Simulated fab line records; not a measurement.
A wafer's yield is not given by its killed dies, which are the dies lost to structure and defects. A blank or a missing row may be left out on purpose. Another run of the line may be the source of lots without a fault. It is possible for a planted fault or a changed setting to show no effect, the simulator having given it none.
The same fault as seen by 2 desks	flow gf180mcu	each desk holds nothing but its own numbers, with what lay behind them at the end

## AT THE METROLOGY DESK
Lot by lot, what the gauges showed, no matter which tool ran the lot: averages of those sampled wafers that carry a number. If a lot's mean is further than 4 standard deviations from the usual mean, the lot is out of limits and carries the mark OUT (the distance appears in the brackets).
Columns: A = cdNm at GF_M2_CD_MEAS_14, usual 280.4 nm; B = V2_CVD_02_THK at GF_V2_THK_MEAS_03, usual 851 nm
lot	first seen here	A	B
L296	day 19 04:46	282.0	855
L297	day 19 10:56	279.3	859
L298	day 19 18:04	279.8	842
L301	day 21 04:24	235.8 (-34) OUT	854
L308	day 23 15:37	277.7	858
L309	day 23 23:28	279.1	856
L312	day 24 20:07	280.7	841
L313	day 25 15:52	281.0	848
L314	day 25 22:40	281.1	864
L315	day 26 12:46	279.0	860
L316	day 26 13:31	280.7	857
L318	day 27 04:55	279.9	844
L319	day 27 07:17	282.0	865
This desk finds L301 out of limits, L301 being first, at day 21 04:24 (cdNm at GF_M2_CD_MEAS_14). In limits: L296, L297, L298, L308, L309, L312, L313, L314, L315, L316, L318, L319.

## AT THE TOOL OWNER'S DESK: krfScanner-02
The tool's own readings at GF_M2_EXPOSE_11 (exposes mask Metal2, target cd 280 nm): means of the sampled wafers that have a number, for each lot that ran on this tool. If a lot's mean is further than 4 standard deviations from the usual mean, the lot is out of limits and carries the mark OUT (the distance appears in the brackets).
Columns: A = exposureDoseMJCm2 at GF_M2_EXPOSE_11, usual 27.94
lot	first seen here	A
L296	day 18 17:01	27.94
L298	day 19 05:29	27.95
L301	day 20 16:22	25.22 (-91) OUT
L312	day 24 09:11	27.91
L313	day 25 04:40	27.94
L314	day 25 12:34	27.95
L318	day 26 18:59	27.92
L319	day 26 21:26	27.88
This desk finds L301 out of limits, L301 being first, at day 20 16:22 (exposureDoseMJCm2 at GF_M2_EXPOSE_11). In limits: L296, L298, L312, L313, L314, L318, L319.

## TAKEN TOGETHER
An alarm could have come from the tool owner's desk at day 20 16:22, on L301.
Metrology desk: alarm possible at day 21 04:24 on L301.
All the named lots went through GF_M2_EXPOSE_11 on krfScanner-02.

## WHAT WAS PUT IN BY THE SIMULATOR
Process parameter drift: krfScanner-02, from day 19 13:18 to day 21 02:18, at GF_M2_EXPOSE_11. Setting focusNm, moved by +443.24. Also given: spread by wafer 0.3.
Shown lots that were struck: L301.
Time in hours from fault onset to the first out-of-limits reading at each desk: tool owner's desk 27, metrology desk 39.
